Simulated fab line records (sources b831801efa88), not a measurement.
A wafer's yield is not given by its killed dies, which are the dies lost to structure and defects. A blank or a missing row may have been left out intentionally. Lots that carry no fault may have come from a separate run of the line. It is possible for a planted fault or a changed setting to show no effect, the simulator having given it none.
Comparing a struck lot with a sound one :: flow sky130 :: 15 steps out of a route of 708
Sound: these wafers, L809.1, L809.3, L809.4. Wafers L799.2, L799.5, L799.6 were the ones struck. Last of all comes the cause.
Order at every step that has rows: each side's tool, ch and its chambers, its first start. Under that, the readings that differ: sound wafers :: struck wafers :: difference of the means :: sigmas: that difference in standard deviations of wafers without a fault.
alike: words and numbers the same on both sides, and readings whose means are apart by under 2 such deviations; not compared: readings that were withheld, readings missing a value for some wafer, numbers with overlapping values and no deviation given by the record, and bounds like >300 which may hide the same value.
Wherever a step has rows on one side only, a row that says differs or no value, or a row with sigmas, the two part there. When numbers do not overlap yet have no deviation, they are printed without sigmas and do not part them. A reading that every wafer of one side lacks parts them only if that side has two wafers or more.

first, 3 steps without rows for these wafers: SKY_SONOS_ONO_WET_ETCH_18 (etches Si3N4 in H3PO4, target depth 15 nm, time 172 s); SKY_GATE_OXIDE_CLEAN_00 (cleans in SC1/SC2, time 150 s); SKY_GATE_OXIDE_OXIDATION_01 (stabilise 600 s, purge 300 s, target thk 10.268 nm).
SKY_GATE_OXIDE_THK_MEAS_02:
  struck on film-metro-03, day 14 06:03; sound on film-metro-03, day 17 20:19
  alike: GATE_OXIDE_OXIDATION_00_THK
then, 7 steps without rows for these wafers: SKY_GATE_OXIDE_DEHYDRATE_03 (time 60 s); SKY_GATE_OXIDE_HMDS_04 (prime time 60 s); SKY_GATE_OXIDE_COAT_05 (resist thk 1140 nm); SKY_GATE_OXIDE_SOFTBAKE_06 (time 60 s); SKY_GATE_OXIDE_EXPOSE_07 (exposes mask LVOM, target cd 600 nm); SKY_GATE_OXIDE_PEB_08; SKY_GATE_OXIDE_DEVELOP_09 (develop time 60 s).
SKY_GATE_OXIDE_OVL_MEAS_10:
  struck on overlay-01, day 15 08:42; sound on overlay-01, day 19 02:20
  alike: GATE_OXIDE_OVL
SKY_GATE_OXIDE_IMPLANT_11:
  sound on implanter-03 ch 0, day 19 02:22; struck on implanter-04 ch 0, day 15 08:54
reading: beam-energy-keV
sound: 9.992 9.999 10.001
struck: 10.791 10.794 10.789
difference: +0.794
sigmas: +99 or more

reading: model.implant.rp-nm (nm)
sound: 32.61 32.61 32.61
struck: 35.01 35.01 35.01
difference: +2.40
sigmas: 

reading: model.implant.drp-nm (nm)
sound: 17.11 17.11 17.11
struck: 18.05 18.05 18.05
difference: +0.94
sigmas: 
then, 1 step without rows for these wafers: SKY_GATE_OXIDE_WET_ETCH_12 (etches SiO2 in dHF, target depth 16.8 nm, time 347.9 s).
-- the record jumps here: 31 days lie between the struck wafers' starts before and after (it left off in module GATE_OXIDE and takes up again in module PAD_OPEN, whose first step shown is number 708 of the route) --
SKY_PAD_OPEN_PROBE_99:
  struck on prober-02, day 46 20:48; sound on prober-02, day 49 02:14
reading: killed_at_M0_to_M3
sound: 28 33 31
struck: 53 53 38
difference: +17
sigmas: +2

reading: killed-dies
sound: 67 82 68
struck: 103 111 75
difference: +24
sigmas: +2

reading: killed-open
sound: 35 46 40
struck: 59 60 43
difference: +14
sigmas: +2
  alike: killed_at_M4_up, killed-at-contacts, killed-at-front-end, killed-at-other, killed-short
  not compared: model.etest.pfet_01v8_lvt.off-log10-a-um

== WHERE THEY PART ==
Earliest at SKY_GATE_OXIDE_IMPLANT_11; latest, in this record, at SKY_PAD_OPEN_PROBE_99.

WHY: what had been put in by the simulator
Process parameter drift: implanter-04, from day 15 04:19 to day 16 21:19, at SKY_GATE_OXIDE_IMPLANT_11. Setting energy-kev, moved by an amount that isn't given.
